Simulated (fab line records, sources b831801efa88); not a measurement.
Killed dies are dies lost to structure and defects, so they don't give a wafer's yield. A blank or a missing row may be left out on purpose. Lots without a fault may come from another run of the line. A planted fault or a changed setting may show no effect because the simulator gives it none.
A struck lot beside a sound one | flow sky130 | 16 steps out of a route of 708
Sound: wafers L793.3, L793.5, L793.6. Struck: wafer L806.4. (L806.6 of the same lot was not struck and is left out.) The cause comes at the end.
At each step with rows: each side's tool, then ch and its chambers, then its first start. Under that, the readings that differ: sound wafers | struck wafers | difference of the means | sigmas: that difference in standard deviations of wafers without a fault.
alike: readings whose means differ by less than 2 such deviations, and words and numbers that are the same on both sides. not compared: withheld readings, readings that some wafer has no value for, bounds like >300 that may hide the same value, and numbers for which the record gives no deviation and whose values overlap.
The two part at a step that has a row with sigmas, a row that says differs or no value, or rows on one side only. Numbers that don't overlap but have no deviation are shown without sigmas and don't part them. A reading that every wafer of one side lacks parts them only if that side has two wafers or more.

first, 1 step without rows for these wafers: SKY_METAL5_CLEAN_19 (cleans in O3/DIW).
SKY_PASSIVATION_CVD_00: deposits SiO2, target thk 90 nm.
  sound on pecvd-04 ch 0,1, day 44 21:47; struck on pecvd-04 ch 1, day 47 21:00
  alike: heater_power_outer_w, heater_power_w, susceptor_temp_C
SKY_PASSIVATION_THK_MEAS_01:
  sound on film_metro-02, day 44 21:50; struck on film_metro-03, day 47 21:02
  alike: PASSIVATION_CVD_00_THK
SKY_PASSIVATION_CVD_02: deposits Si3N4, target thk 540 nm.
  sound on pecvd-01 ch 0,1, day 44 21:52; struck on pecvd-01 ch 0, day 47 21:11
  alike: heater_power_outer_w, heater_power_w, susceptor_temp_C
SKY_PASSIVATION_THK_MEAS_03:
  sound on film_metro-03, day 44 22:14; struck on film_metro-02, day 47 21:20
  alike: PASSIVATION_CVD_02_THK
then, 7 steps without rows for these wafers: SKY_PASSIVATION_DEHYDRATE_04 (time 60 s); SKY_PASSIVATION_HMDS_05 (prime time 60 s); SKY_PASSIVATION_COAT_06 (resist thk 3000 nm); SKY_PASSIVATION_SOFTBAKE_07; SKY_PASSIVATION_EXPOSE_08 (exposes mask NSM, target cd 3000 nm); SKY_PASSIVATION_PEB_09; SKY_PASSIVATION_DEVELOP_10 (develop time 60 s).
SKY_PASSIVATION_ETCH_11: etches the open film in CF4/O2, stops on AlCu, target depth 725 nm, time 161.1 s.
  sound on rie_diel-02 ch 1,2,3, day 45 18:43; struck on rie_diel-02 ch 0, day 48 16:42
  reading                                       | sound             | struck | difference | sigmas
  oes_product_au (a.u.)                         | 0.963 0.979 0.973 | 0.940  | -0.032     | -5
  run_length_s (s)                              | 188.6 189.5 190.0 | 202.9  | +13.5      | +24
  model.coat_of_PASSIVATION_COAT_06.thk_nm (nm) | 2515 2519 2512    | 2482   | -33        |
  alike: drypump_motor_current_A, throttle_valve_pct
  not compared: rf_hours_counter_h
SKY_PASSIVATION_STRIP_12: strips in O2/N2.
  sound on plasma_asher-01 ch 0,1, day 45 18:51; struck on plasma_asher-03 ch 0, day 48 16:50
  reading                      | sound             | struck | difference | sigmas
  strip_time_to_endpoint_s (s) | 31.49 31.56 31.48 | 31.11  | -0.40      | -4
  alike: drypump_motor_current_A, n2_flow_sccm, o2_flow_sccm, oes_product_au
  not compared: rf_hours_counter_h
then, 1 step without rows for these wafers: SKY_PAD_OPEN_DEHYDRATE_00 (time 60 s).
SKY_PAD_OPEN_PROBE_99:
  the record has rows for the sound wafers here (prober-02, day 46 18:01) and none for the struck ones

WHERE THEY PART
First at SKY_PASSIVATION_ETCH_11; last, within this record, at SKY_PAD_OPEN_PROBE_99.

WHY: what the simulator had put in
Process parameter drift: rie_diel-02, from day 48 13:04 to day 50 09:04, at SKY_PASSIVATION_ETCH_11. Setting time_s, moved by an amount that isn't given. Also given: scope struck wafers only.
